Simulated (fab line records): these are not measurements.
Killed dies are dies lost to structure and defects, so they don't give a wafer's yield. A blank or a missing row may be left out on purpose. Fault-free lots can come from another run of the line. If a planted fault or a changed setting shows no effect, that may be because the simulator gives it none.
Which tool is to blame? :: flow sky130 :: route of 708 steps, sampled at 1 step: 12 lots, 36 wafers

== WHAT THE GAUGES READ, wafer by wafer ==
SKY_LOCAL_INTERCONNECT_OVL_MEAS_12.
lot: L075
measured: day 28 04:54
on: overlay-01
LOCAL_INTERCONNECT_OVL (nm): 4 0 7

lot: L077
measured: day 28 07:06
on: overlay-02
LOCAL_INTERCONNECT_OVL (nm): -11 -4 7

lot: L080
measured: day 29 06:05
on: overlay-02
LOCAL_INTERCONNECT_OVL (nm): 6 2 9

lot: L081
measured: day 29 21:32
on: overlay-01
LOCAL_INTERCONNECT_OVL (nm): -3 -1 -9

lot: L084
measured: day 30 09:17
on: overlay-01
LOCAL_INTERCONNECT_OVL (nm): -5 -4 1

lot: L085
measured: day 30 19:02
on: overlay-02
LOCAL_INTERCONNECT_OVL (nm): 0 6 2

lot: L087
measured: day 31 10:43
on: overlay-02
LOCAL_INTERCONNECT_OVL (nm): -1 4 0

lot: L089
measured: day 32 00:55
on: overlay-01
LOCAL_INTERCONNECT_OVL (nm): -4 -2 3

lot: L091
measured: day 32 20:05
on: overlay-02
LOCAL_INTERCONNECT_OVL (nm): 2 5 7

lot: L092
measured: day 40 18:08
on: overlay-01
LOCAL_INTERCONNECT_OVL (nm): 5 1 0

lot: L095
measured: day 40 21:11
on: overlay-01
LOCAL_INTERCONNECT_OVL (nm): 11 1 12

lot: L097
measured: day 41 00:10
on: overlay-02
LOCAL_INTERCONNECT_OVL (nm): -2 3 2

== TOOL THAT RAN EACH LOT (tool first, then ch and the chambers of the sampled wafers, then the start) ==
Before these readings, the record contains no process step.

== THE ANSWER, worked out from the rows above alone ==
Rule: what is usual is taken from the lots themselves. The widest of any qualifying gaps counts: lots, ordered by their means at a reading, are off when they make up no more than a third of the lots, leave a main group of 4 or more, and stand apart from it by 3 or more times the standard deviation of that group's means. If all means in a main group match to the digits the tables above print for the reading, that group is not used. A lot without any number at a reading at which 4 lots or more have one is off too. All remaining lots with rows at the step are treated as sound.
None of the lots is off at any reading shown; this tells nothing.

== WHAT THE SIMULATOR HAD INSERTED ==
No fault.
